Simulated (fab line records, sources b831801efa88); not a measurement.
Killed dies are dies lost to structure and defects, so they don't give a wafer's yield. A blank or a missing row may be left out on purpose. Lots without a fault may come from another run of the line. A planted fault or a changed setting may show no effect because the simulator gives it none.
One fault seen from 2 desks | flow gf180mcu | each desk has only its own numbers; what lay behind them comes last

THE METROLOGY DESK
What the gauges read, lot by lot, whatever tool the lot ran on: means of the sampled wafers that have a number. A lot is out of limits, marked OUT, if its mean lies more than 4 standard deviations from the usual mean; the brackets give that distance.
Columns: A = VT_IMPLANT_02_OVL at GF_VT_IMPLANT_OVL_MEAS_29, usual -0.1 nm; B = NWELL_RS at GF_VT_IMPLANT_RS_MEAS_47, usual 487.8 ohm/sq; C = POLY_GATE_CVD_00_THK at GF_POLY_GATE_THK_MEAS_01, usual 200.4 nm
lot  | first seen here | A    | B     | C
L240 | day 6 20:31     | 0.9  | 485.8 | 197.7
L241 | day 7 01:09     | 1.5  | 487.4 | 202.0
L242 | day 7 09:01     | -0.5 | 488.3 | 196.9
L243 | day 7 14:46     | 1.6  | 486.8 | 200.8
L246 | day 8 10:04     | 0.9  | 488.2 | 200.6
L251 | day 10 03:54    | -3.8 | 487.6 | 201.7
L254 | day 10 17:16    | -2.7 | 485.1 | 199.9
L256 | day 11 11:27    | -1.8 | 488.5 | 199.9
L259 | day 12 04:03    | 2.2  | 489.4 | 201.3
L261 | day 12 12:31    | 0.1  | 488.4 | 201.0
L262 | day 12 20:35    | 1.8  | 486.9 | 200.9
L263 | day 13 01:40    | 0.0  | 487.9 | 199.2
This desk's finding: nothing out of limits on any of the 12 lots.

THE TOOL OWNER'S DESK: litho_track-03
The tool's own readings at GF_POLY_GATE_PEB_08 (peb time 90 s): means of the sampled wafers that have a number, for each lot that ran on this tool. A lot is out of limits, marked OUT, if its mean lies more than 4 standard deviations from the usual mean; the brackets give that distance.
Columns: A = heater_power_total_W at GF_POLY_GATE_PEB_08, usual 85.69 W
lot  | first seen here | A
L240 | day 9 03:39     | 85.72
L242 | day 9 16:16     | 85.59
L251 | day 12 15:55    | 87.90 (+26) OUT
L261 | day 15 10:16    | 85.69
This desk's finding: out of limits on L251; first on L251, day 12 15:55 (heater_power_total_W at GF_POLY_GATE_PEB_08). In limits: L240, L242, L261.

PUT TOGETHER
The tool owner's desk could have raised an alarm at day 12 15:55, on L251.
The metrology desk saw nothing out of limits.
The metrology desk has L251 on record, within its limits.
Of the lots named, all ran GF_POLY_GATE_PEB_08 on litho_track-03.

WHAT THE SIMULATOR HAD PUT IN
Process parameter drift: litho_track-03, from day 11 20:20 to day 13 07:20, at GF_POLY_GATE_PEB_08. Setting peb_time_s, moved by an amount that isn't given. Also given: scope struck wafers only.
Lots struck among those shown: L251.
Hours from the fault's start to each desk's first reading out of limits: the tool owner's desk, 20.
